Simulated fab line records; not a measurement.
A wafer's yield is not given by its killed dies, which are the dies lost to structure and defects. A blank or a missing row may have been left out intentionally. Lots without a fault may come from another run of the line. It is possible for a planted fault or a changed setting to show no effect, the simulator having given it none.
Struck lot and sound lot, side by side :: flow gf180mcu :: 15 out of 602 route steps
Sound: the wafers L708.2, L708.4, L708.6. Struck: wafers L717.1, L717.2, L717.6. Last of all comes the cause.
At each step with rows: each side's tool, then ch and its chambers, then its first start. Under that, the readings that differ: sound wafers :: struck wafers :: difference of the means :: sigmas: that difference in standard deviations of wafers without a fault.
alike: readings with means less than 2 such deviations apart, plus words and numbers identical on both sides. not compared: withheld readings, readings lacking a value on some wafer, bounds such as >300 that could conceal the same value, and numbers that have no deviation in the record and whose values overlap.
The two part at a step that has a row with sigmas, a row that says differs or no value, or rows on one side only. Non-overlapping numbers with no deviation appear without sigmas and do not part them. A reading missing from all wafers of one side parts the sides only when that side holds two or more wafers.

GF_MIM_SPUTTER_07: material TiN, target thk 60 nm, time 50 s.
  sound on pvd-sputter-04 at day 29 06:34; struck on pvd-sputter-01 at day 31 07:01
  alike: throttle-valve-pct
GF_MIM_SPUTTER_08: material AlCu, target thk 200 nm, time 10.6 s.
  sound on pvd-sputter-04 at day 29 06:37; struck on pvd-sputter-01 at day 31 07:03
  alike: throttle-valve-pct
GF_MIM_SPUTTER_09: material TiN, target thk 35 nm, time 29.2 s.
  sound on pvd-sputter-04 at day 29 06:38; struck on pvd-sputter-01 at day 31 07:05
  alike: throttle-valve-pct
GF_MIM_RS_MEAS_10: measurement is done with a four-point probe.
  sound on film-metro-03 at day 29 06:41; struck on film-metro-04 at day 31 07:07
  alike: MIM_ALCU_RS
GF_MIM_THK_MEAS_11: measures by xrf.
  sound on film-metro-03 at day 29 06:48; struck on film-metro-04 at day 31 07:14
  alike: MIM_ALCU_THK
then, 7 steps without rows for these wafers: GF_MIM_DEHYDRATE_12 (time 60 s); GF_MIM_HMDS_13 (prime time 60 s); GF_MIM_COAT_14 (resist thk 1000 nm); GF_MIM_SOFTBAKE_15 (time 60 s); GF_MIM_EXPOSE_16 (exposes mask FuseTop, target cd 2000 nm); GF_MIM_PEB_17; GF_MIM_DEVELOP_18 (develop time 60 s).
GF_MIM_METAL_ETCH_19: etches the open film in Cl2/BCl3, stops on Si3N4, target depth 324.5 nm, time 54.1 s.
  sound on rie-metal-04 ch 0,1, day 30 01:53; struck on rie-metal-04 ch 0,1, day 32 00:47
  no value came back on the struck wafers for any of 6 readings (bcl3-flow-sccm (sccm), bias-w (W) and others); on the sound wafers bcl3-flow-sccm (sccm) reads 39.96 40.01 39.87
reading: model.NOVOLAK_of_MIM_COAT_14.thk-nm (nm)
sound: 873.3 874.5 877.3
struck: 1004 1000 1002
difference: +127
sigmas: 
  not compared: rf-hours-counter-h
GF_MIM_STRIP_20: strips in O2/N2.
  sound on plasma-asher-04 ch 0,1, day 30 01:58; struck on plasma-asher-03 ch 0,1, day 32 00:52
reading: oes-product-au (a.u.)
sound: 0.706 0.698 0.693
struck: 0.719 0.709 0.712
difference: +0.014
sigmas: +3

reading: strip-time-to-endpoint-s (s)
sound: 11.27 11.26 11.31
struck: 12.68 12.64 12.66
difference: +1.38
sigmas: +37
  alike: drypump-motor-current-A, heater-power-w, platen-temp-c
  not compared: rf-hours-counter-h
then, 1 step without rows for these wafers: GF_MIM_STRIP_21 (strips in post etch residue remover, time 1200 s).

WHERE THEY PART
Last at GF_MIM_STRIP_20 as far as this record goes, first at GF_MIM_METAL_ETCH_19.

WHY: the cause the simulator had injected
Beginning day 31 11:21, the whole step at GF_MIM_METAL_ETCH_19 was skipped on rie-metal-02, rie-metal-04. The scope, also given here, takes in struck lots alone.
